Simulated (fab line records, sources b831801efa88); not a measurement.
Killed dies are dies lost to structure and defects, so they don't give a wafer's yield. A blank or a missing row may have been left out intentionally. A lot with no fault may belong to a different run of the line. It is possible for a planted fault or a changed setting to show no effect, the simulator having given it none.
Which tool was responsible? ; flow gf180mcu ; 39 wafers sampled from 13 lots at 1 step of a route of 602

== WHAT THE GAUGES SHOWED, per wafer ==
GF_M2_CD_MEAS_14: target cd 280 nm. Usual: cd-nm 279.5 nm, standard deviation 1.2.
lot;measured;on;cd-nm (nm);flag
L391;day 19 14:56;cd-sem-02;281.6 282.1 282.1;
L392;day 20 01:57;cd-sem-02;279.6 279.1 279.3;
L393;day 20 09:38;cd-sem-01;280.2 279.8 280.6;
L395;day 21 05:05;cd-sem-02;278.1 277.0 277.1;
L402;day 23 16:41;cd-sem-01;278.2 279.8 280.4;
L403;day 23 23:24;cd-sem-02;278.1 277.9 278.9;
L404;day 24 05:37;cd-sem-02;277.6 277.8 278.2;
L405;day 24 14:56;cd-sem-01;280.7 280.1 280.4;
L407;day 25 08:11;cd-sem-01;280.7 281.1 280.3;
L408;day 25 15:29;cd-sem-01;280.1 279.9 279.9;
L409;day 26 00:03;cd-sem-02;280.5 280.7 282.2;
L411;day 26 14:23;cd-sem-01;281.0 280.6 281.8;
L413;day 27 01:05;cd-sem-01;279.6 278.7 279.0;

== WHAT TOOL EACH LOT RAN ON (gives the tool, then ch and the chambers of the sampled wafers, and finally the start) ==
Record: no process step prior to these readings.

== WHAT THE TOOLS THEMSELVES READ (means of the sampled wafers that have a number; where no wafer has one, the mark that the record gives instead) ==
The record holds no such reading with a usual standard deviation.

== THE ANSWER, worked out from the rows above alone ==
Rule: a lot is off if the mean of its wafers that have a number lies more than 3 standard deviations from the usual mean. Also off: a lot with no number at a reading for which 4 or more lots have one. Any other lot the step has rows for is counted as sound. Order of review: gauges by route order, followed by the tools' own readings, for which a lot's mean as printed above is used. At the first step where some lot is off, the reading lying furthest off is the one used; lots without a number count as furthest.
No lot is off on any of the readings shown, so nothing can be concluded from this.

== WHAT THE SIMULATOR PUT IN ==
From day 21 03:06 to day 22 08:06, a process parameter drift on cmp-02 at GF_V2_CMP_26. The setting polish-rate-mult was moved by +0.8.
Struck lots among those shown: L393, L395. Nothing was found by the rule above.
